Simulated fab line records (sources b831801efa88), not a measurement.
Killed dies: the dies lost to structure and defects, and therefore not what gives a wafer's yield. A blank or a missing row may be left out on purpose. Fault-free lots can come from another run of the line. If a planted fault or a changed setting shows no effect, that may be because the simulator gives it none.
The tool behind it: which one? ; flow sky130 ; Sampling: 11 lots, 33 wafers, 2 of 708 route steps

== WHAT THE GAUGES READ, wafer by wafer ==
SKY_RES_PROTECT_TW_MEAS_08. Usual: POLY_GATE_TW typically reads 4085, with standard deviation 33.
lot;measured;on;POLY_GATE_TW;flag
L404;day 14 22:37;film_metro-03;4042 4043 4065;
L410;day 17 21:24;film_metro-04;4106 4096 4086;
L411;day 17 21:29;film_metro-02;4167 4143 4143;
L412;day 18 05:55;film_metro-04;4075 4122 4109;
L413;day 18 23:53;film_metro-02;4110 4099 4077;
L416;day 19 19:20;film_metro-02;4125 4100 4114;
L417;day 19 19:42;film_metro-04;4088 4092 4096;
L422;day 22 10:19;film_metro-02;4098 4084 4090;
L423;day 22 15:14;film_metro-03;4041 4040 4023;
L425;day 23 06:05;film_metro-04;4100 4103 4127;
L426;day 23 17:14;film_metro-03;4081 4073 4076;

SKY_POLY_GATE_THK_MEAS_04. Usual: POLY_GATE_CVD_03_THK typically reads 75.4 nm, with standard deviation 0.72.
lot;measured;on;POLY_GATE_CVD_03_THK (nm);flag
L404;day 15 01:01;film_metro-01;73.3 73.4 74.0;
L410;day 17 22:52;film_metro-02;76.7 76.2 76.6;
L411;day 18 00:13;film_metro-02;75.8 75.3 75.6;
L412;day 18 08:12;film_metro-01;74.1 74.9 74.0;
L413;day 19 01:53;film_metro-03;76.3 75.8 75.8;
L416;day 19 20:48;film_metro-03;76.2 76.2 75.9;
L417;day 19 22:10;film_metro-03;74.3 74.5 74.6;
L422;day 22 11:53;film_metro-02;75.7 76.3 76.2;
L423;day 22 17:40;film_metro-02;75.7 75.8 74.8;
L425;day 23 08:16;film_metro-02;75.2 75.3 75.4;
L426;day 24 00:21;film_metro-02;76.5 76.4 76.7;

== WHICH TOOL RAN EACH LOT (tool, then ch and the chambers of the sampled wafers, then the start) ==
No process step before these readings appears in the record.

== AS READ BY THE TOOLS THEMSELVES (means over the sampled wafers that have a number; for cases with no such wafer, the mark the record gives instead) ==
The record holds no such reading with a usual standard deviation.

== THE ANSWER, worked out from the rows above alone ==
Rule: a lot is off if the mean of its wafers that have a number lies more than 3 standard deviations from the usual mean. Also off: a lot with no number at a reading for which 4 or more lots have one. The other lots that the step has rows for count as sound. Order of review: gauges by route order, followed by the tools' own readings, for which a lot's mean as printed above is used. At the first step where some lot is off, the reading lying furthest off is the one used; lots without a number count as furthest.
No lot is off at any reading shown: from this, nothing can be told.

== WHAT THE SIMULATOR HAD PUT IN ==
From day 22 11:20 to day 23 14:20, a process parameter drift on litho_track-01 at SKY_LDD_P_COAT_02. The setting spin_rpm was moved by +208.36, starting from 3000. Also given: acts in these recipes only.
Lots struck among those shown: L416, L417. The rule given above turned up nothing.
